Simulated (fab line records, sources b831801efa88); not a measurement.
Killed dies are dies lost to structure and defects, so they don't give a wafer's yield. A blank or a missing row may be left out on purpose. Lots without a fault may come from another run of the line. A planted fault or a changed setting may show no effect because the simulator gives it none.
Chamber matching | flow sky130 | SKY_VIA4_CMP_02 on cmp-02: 4 sister chambers
The step polishes SiO2. 4 wafers are shown with their chamber, then 12 later ones without.

WAFERS WITH THEIR CHAMBER
wafer  | chamber | motor_current_A (A)
L085.1 | 0       | 12.7
L088.1 | 2       | 10.8
L088.3 | 1       | 10.7
L088.6 | 3       | 12.0

WAFERS WITHOUT THEIR CHAMBER
wafer  | motor_current_A (A)
L091.3 | 12.6
L091.4 | 13.4
L091.5 | 13.2
L092.1 | 12.4
L092.4 | 11.1
L092.5 | 11.5
L094.3 | 12.7
L094.4 | 11.5
L094.6 | 11.1
L097.1 | 11.6
L097.5 | 12.2
L097.6 | 11.1

WHICH CHAMBER EACH WENT THROUGH
wafer  | from the rows above               | in truth
L091.3 | can't be placed: 0 or 3           | 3
L091.4 | can't be placed: 0 or 3           | 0
L091.5 | can't be placed: 0 or 3           | 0
L092.1 | can't be placed: 0 or 3           | 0
L092.4 | can't be placed: 2 or 1 or 3      | 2
L092.5 | can't be placed: 3 or 2 or 1 or 0 | 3
L094.3 | can't be placed: 0 or 3           | 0
L094.4 | can't be placed: 3 or 2 or 1 or 0 | 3
L094.6 | can't be placed: 2 or 1 or 3      | 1
L097.1 | can't be placed: 3 or 2 or 1 or 0 | 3
L097.5 | can't be placed: 3 or 0           | 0
L097.6 | can't be placed: 2 or 1 or 3      | 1
Placed correctly: 0 of 12. Can't be placed from these rows: 12 (the true chamber is among the candidates in 12). Placed wrongly: 0.
How it was worked out, from the rows above alone: a wafer's distance from a chamber is the root of the sum, over the readings, of the square of ((its reading less the chamber's mean) divided by the reading's scatter). The wafer belongs to the nearest chamber; if the next one is less than 2 further off, it can't be placed. A chamber's mean is the mean of its shown wafers. The scatter: with one shown wafer a chamber, the root of the mean of the squares of how far each hidden wafer lies from its nearest shown one.
